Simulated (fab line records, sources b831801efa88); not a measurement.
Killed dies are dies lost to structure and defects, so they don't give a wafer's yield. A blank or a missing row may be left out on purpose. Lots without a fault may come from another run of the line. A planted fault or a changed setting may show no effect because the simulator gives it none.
Which tool did it? | flow gf180mcu | 12 lots, 36 wafers sampled, at 4 steps of a route of 602

WHAT THE GAUGES READ, wafer by wafer
GF_PASSIVATION_BOW_MEAS_14. Usual: PASSIVATION_BOW 135 um, standard deviation 12.
lot  | measured     | on            | PASSIVATION_BOW (um) | flag
L409 | day 28 22:03 | film_metro-01 | 130 144 140          |
L410 | day 29 08:50 | film_metro-01 | 133 127 124          |
L413 | day 30 09:18 | film_metro-03 | 129 134 135          |
L414 | day 30 18:07 | film_metro-02 | 141 145 141          |
L415 | day 30 23:44 | film_metro-03 | 152 162 143          |
L417 | day 31 09:22 | film_metro-02 | 142 124 126          |
L424 | day 33 12:43 | film_metro-02 | 167 156 156          |
L425 | day 33 14:38 | film_metro-03 | 145 141 144          |
L426 | day 33 18:11 | film_metro-03 | 128 121 127          |
L429 | day 34 10:27 | film_metro-03 | 114 133 123          |
L431 | day 34 19:29 | film_metro-02 | 152 136 143          |
L432 | day 34 22:22 | film_metro-02 | 145 142 147          |

WHICH TOOL RAN EACH LOT (tool, then ch and the chambers of the sampled wafers, then the start)
lot  | GF_M2_STRIP_17                       | GF_TOP_METAL_STRIP_17                | GF_PASSIVATION_STRIP_12
L409 | plasma_asher-04 ch 0,1, day 19 01:23 | plasma_asher-02 ch 0,1, day 28 00:36 | plasma_asher-02 ch 0,1, day 28 20:27
L410 | plasma_asher-04 ch 0,1, day 19 16:17 | plasma_asher-02 ch 0,1, day 28 11:01 | plasma_asher-01 ch 0,1, day 29 07:14
L413 | plasma_asher-04 ch 0,1, day 20 22:02 | plasma_asher-04 ch 0,1, day 29 12:16 | plasma_asher-01 ch 0, day 30 07:42
L414 | plasma_asher-01 ch 0,1, day 21 07:28 | plasma_asher-04 ch 0,1, day 29 20:55 | plasma_asher-01 ch 0,1, day 30 16:29
L415 | plasma_asher-04 ch 0,1, day 21 14:53 | plasma_asher-04 ch 0,1, day 30 02:10 | plasma_asher-04 ch 0,1, day 30 22:08
L417 | plasma_asher-04 ch 0,1, day 22 07:23 | plasma_asher-03 ch 0,1, day 30 13:31 | plasma_asher-01 ch 0,1, day 31 07:46
L424 | plasma_asher-03 ch 0,1, day 25 01:05 | plasma_asher-04 ch 0,1, day 32 18:26 | plasma_asher-01 ch 0,1, day 33 11:05
L425 | plasma_asher-04 ch 0,1, day 25 03:00 | plasma_asher-04 ch 0,1, day 32 20:08 | plasma_asher-04 ch 0,1, day 33 13:02
L426 | plasma_asher-04 ch 0,1, day 25 08:29 | plasma_asher-02 ch 0,1, day 32 23:35 | plasma_asher-02 ch 0,1, day 33 16:34
L429 | plasma_asher-03 ch 0,1, day 26 06:29 | plasma_asher-02 ch 0,1, day 33 16:20 | plasma_asher-01 ch 0,1, day 34 08:50
L431 | plasma_asher-01 ch 0,1, day 26 20:29 | plasma_asher-03 ch 0,1, day 34 02:05 | plasma_asher-01 ch 0,1, day 34 17:47
L432 | plasma_asher-04 ch 1, day 26 23:59   | plasma_asher-02 ch 0,1, day 34 05:38 | plasma_asher-01 ch 0, day 34 20:46
- GF_M2_STRIP_17: strips in O2/N2.
- GF_TOP_METAL_STRIP_17: strips in O2/N2.
- GF_PASSIVATION_STRIP_12: strips in O2/N2.

WHAT THE TOOLS THEMSELVES READ (means of the sampled wafers that have a number; where no wafer has one, the mark that the record gives instead)
GF_M2_STRIP_17. Usual: drypump_motor_current_A 5.5 A, standard deviation 0.31; heater_power_w 315 W, standard deviation 19; oes_product_au 0.558 a.u., standard deviation 0.0047; strip_time_to_endpoint_s 7.88 s, standard deviation 0.05.
lot  | tool            | drypump_motor_current_A (A) | heater_power_w (W) | oes_product_au (a.u.) | strip_time_to_endpoint_s (s) | flag
L409 | plasma_asher-04 | 5.4                         | 304                | 0.554                 | 7.86                         |
L410 | plasma_asher-04 | 5.5                         | 313                | 0.559                 | 7.92                         |
L413 | plasma_asher-04 | 5.5                         | 311                | 0.560                 | 7.90                         |
L414 | plasma_asher-01 | 5.8                         | 311                | 0.559                 | 7.87                         |
L415 | plasma_asher-04 | 5.5                         | 307                | 0.562                 | 7.88                         |
L417 | plasma_asher-04 | 5.4                         | 299                | 0.556                 | 7.95                         |
L424 | plasma_asher-03 | 5.5                         | 336                | 0.558                 | 7.80                         |
L425 | plasma_asher-04 | 5.5                         | 312                | 0.557                 | 7.90                         |
L426 | plasma_asher-04 | 5.4                         | 297                | 0.558                 | 7.86                         |
L429 | plasma_asher-03 | 5.5                         | 339                | 0.553                 | 7.86                         |
L431 | plasma_asher-01 | 5.5                         | 315                | 0.560                 | 7.94                         |
L432 | plasma_asher-04 | 5.4                         | 286                | 0.557                 | 7.90                         |

GF_TOP_METAL_STRIP_17. Usual: drypump_motor_current_A 5.33 A, standard deviation 0.24; heater_power_w 318 W, standard deviation 27; oes_product_au 0.711 a.u., standard deviation 0.0044; strip_time_to_endpoint_s 13.43 s, standard deviation 0.078.
lot  | tool            | drypump_motor_current_A (A) | heater_power_w (W) | oes_product_au (a.u.) | strip_time_to_endpoint_s (s) | flag
L409 | plasma_asher-02 | 5.28                        | 313                | 0.707                 | 13.35                        |
L410 | plasma_asher-02 | 5.11                        | 341                | 0.711                 | 13.51                        |
L413 | plasma_asher-04 | 5.42                        | 296                | 0.709                 | 13.36                        |
L414 | plasma_asher-04 | 5.41                        | 301                | 0.712                 | 13.47                        |
L415 | plasma_asher-04 | 5.47                        | 312                | 0.710                 | 13.39                        |
L417 | plasma_asher-03 | 5.53                        | 340                | 0.712                 | 13.46                        |
L424 | plasma_asher-04 | 5.46                        | 315                | 0.714                 | 13.48                        |
L425 | plasma_asher-04 | 5.47                        | 306                | 0.715                 | 13.61                        |
L426 | plasma_asher-02 | 5.27                        | 311                | 0.712                 | 13.43                        |
L429 | plasma_asher-02 | 5.27                        | 310                | 0.710                 | 13.42                        |
L431 | plasma_asher-03 | 5.51                        | 340                | 0.710                 | 13.45                        |
L432 | plasma_asher-02 | 5.29                        | 314                | 0.712                 | 13.40                        |

GF_PASSIVATION_STRIP_12. Usual: drypump_motor_current_A 5.5 A, standard deviation 0.39; heater_power_w 315 W, standard deviation 24; oes_product_au 0.719 a.u., standard deviation 0.0049; strip_time_to_endpoint_s 34.5 s, standard deviation 0.33.
lot  | tool            | drypump_motor_current_A (A) | heater_power_w (W) | oes_product_au (a.u.) | strip_time_to_endpoint_s (s) | flag
L409 | plasma_asher-02 | 5.3                         | 310                | 0.719                 | 34.1                         |
L410 | plasma_asher-01 | 5.8                         | 310                | 0.718                 | 34.8                         |
L413 | plasma_asher-01 | 5.2                         | 324                | 0.715                 | 34.5                         |
L414 | plasma_asher-01 | 5.8                         | 311                | 0.720                 | 34.4                         |
L415 | plasma_asher-04 | 5.4                         | 299                | 0.718                 | 34.3                         |
L417 | plasma_asher-01 | 5.8                         | 309                | 0.722                 | 34.4                         |
L424 | plasma_asher-01 | 5.5                         | 319                | 0.720                 | 34.9                         |
L425 | plasma_asher-04 | 5.4                         | 296                | 0.720                 | 34.2                         |
L426 | plasma_asher-02 | 5.1                         | 331                | 0.721                 | 34.3                         |
L429 | plasma_asher-01 | 5.8                         | 311                | 0.720                 | 34.7                         |
L431 | plasma_asher-01 | 5.8                         | 307                | 0.718                 | 34.1                         |
L432 | plasma_asher-01 | 5.2                         | 324                | 0.721                 | 34.4                         |

THE ANSWER, worked out from the rows above alone
Rule: a lot is off if the mean of its wafers that have a number lies more than 3 standard deviations from the usual mean. A lot without any number at a reading at which 4 lots or more have one is off too. The other lots that the step has rows for count as sound. The gauges are gone through in route order, then the tools' own readings, and for those a lot's mean is taken as printed above. The first step at which some lot is off is used, and at that step the reading that is off furthest; a lot without a number counts as furthest.
No lot is off at any reading shown: from this, nothing can be told.

WHAT THE SIMULATOR HAD PUT IN
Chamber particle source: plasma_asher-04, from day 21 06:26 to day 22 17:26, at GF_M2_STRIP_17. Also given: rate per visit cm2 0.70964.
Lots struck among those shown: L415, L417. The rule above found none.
